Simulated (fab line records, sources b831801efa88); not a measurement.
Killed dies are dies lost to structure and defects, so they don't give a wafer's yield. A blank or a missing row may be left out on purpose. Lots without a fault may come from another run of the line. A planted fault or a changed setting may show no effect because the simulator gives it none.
One fault seen from 2 desks | flow sky130 | each desk has only its own numbers; what lay behind them comes last

THE METROLOGY DESK
What the gauges read, lot by lot, whatever tool the lot ran on: means of the sampled wafers that have a number. A lot is out of limits, marked OUT, if its mean lies more than 4 standard deviations from the usual mean; the brackets give that distance.
Columns: A = cd_nm at SKY_LDD_P_CD_MEAS_07, usual 380.5 nm; B = LDD_P_OVL at SKY_LDD_P_OVL_MEAS_08, usual -0.6 nm; C = LDD_HVP_TW at SKY_LDD_HVP_TW_MEAS_10, usual 460
lot  | first seen here | A     | B    | C
L112 | day 19 08:30    | 380.1 | -0.4 | 465
L113 | day 19 09:40    | 384.2 | -1.1 | 458
L114 | day 20 03:22    | 381.6 | -0.5 | 458
L118 | day 22 01:57    | 379.1 | -0.9 | 458
L120 | day 22 07:32    | 383.1 | 1.7  | 461
L119 | day 22 08:29    | 381.5 | -0.4 | 460
L121 | day 22 13:44    | 381.6 | 0.2  | 461
L125 | day 24 01:47    | 378.6 | -0.7 | 460
L128 | day 25 03:47    | 379.1 | 1.3  | 457
L129 | day 25 15:24    | 381.7 | -0.3 | 462
L130 | day 25 23:50    | 381.9 | -0.4 | 461
L131 | day 26 00:59    | 382.6 | -2.1 | 461
L132 | day 27 03:40    | 380.1 | -0.4 | 466
L134 | day 27 07:04    | 380.4 | -0.4 | 460
This desk's finding: nothing out of limits on any of the 14 lots.

THE TOOL OWNER'S DESK: litho_track-03
The tool's own readings at SKY_LDD_LDN_SOFTBAKE_03 (time 60 s): means of the sampled wafers that have a number, for each lot that ran on this tool. A lot is out of limits, marked OUT, if its mean lies more than 4 standard deviations from the usual mean; the brackets give that distance.
Columns: A = heater_power_total_W at SKY_LDD_LDN_SOFTBAKE_03, usual 56.59 W; B = plate_temp_C at SKY_LDD_LDN_SOFTBAKE_03, usual 90.01 C
lot  | first seen here | A               | B
L113 | day 22 12:57    | 56.58           | 89.98
L114 | day 23 06:06    | 56.58           | 90.24
L120 | day 25 10:05    | 56.10 (-12) OUT | 89.39 (-4.5) OUT
L121 | day 25 16:59    | 56.14 (-11) OUT | 89.59
L129 | day 28 16:33    | 56.58           | 90.08
L131 | day 29 01:41    | 56.61           | 89.94
L134 | day 30 08:02    | 56.57           | 90.14
This desk's finding: out of limits on L120, L121; first on L120, day 25 10:05 (heater_power_total_W at SKY_LDD_LDN_SOFTBAKE_03). In limits: L113, L114, L129, L131, L134.

PUT TOGETHER
The tool owner's desk could have raised an alarm at day 25 10:05, on L120, L121.
The metrology desk saw nothing out of limits.
The metrology desk has L120, L121 on record, within its limits.
Of the lots named, all ran SKY_LDD_LDN_SOFTBAKE_03 on litho_track-03.

WHAT THE SIMULATOR HAD PUT IN
Process parameter drift: litho_track-03, from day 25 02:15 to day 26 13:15, at SKY_LDD_LDN_SOFTBAKE_03. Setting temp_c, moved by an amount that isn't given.
Lots struck among those shown: L120, L121.
Hours from the fault's start to each desk's first reading out of limits: the tool owner's desk, 8.
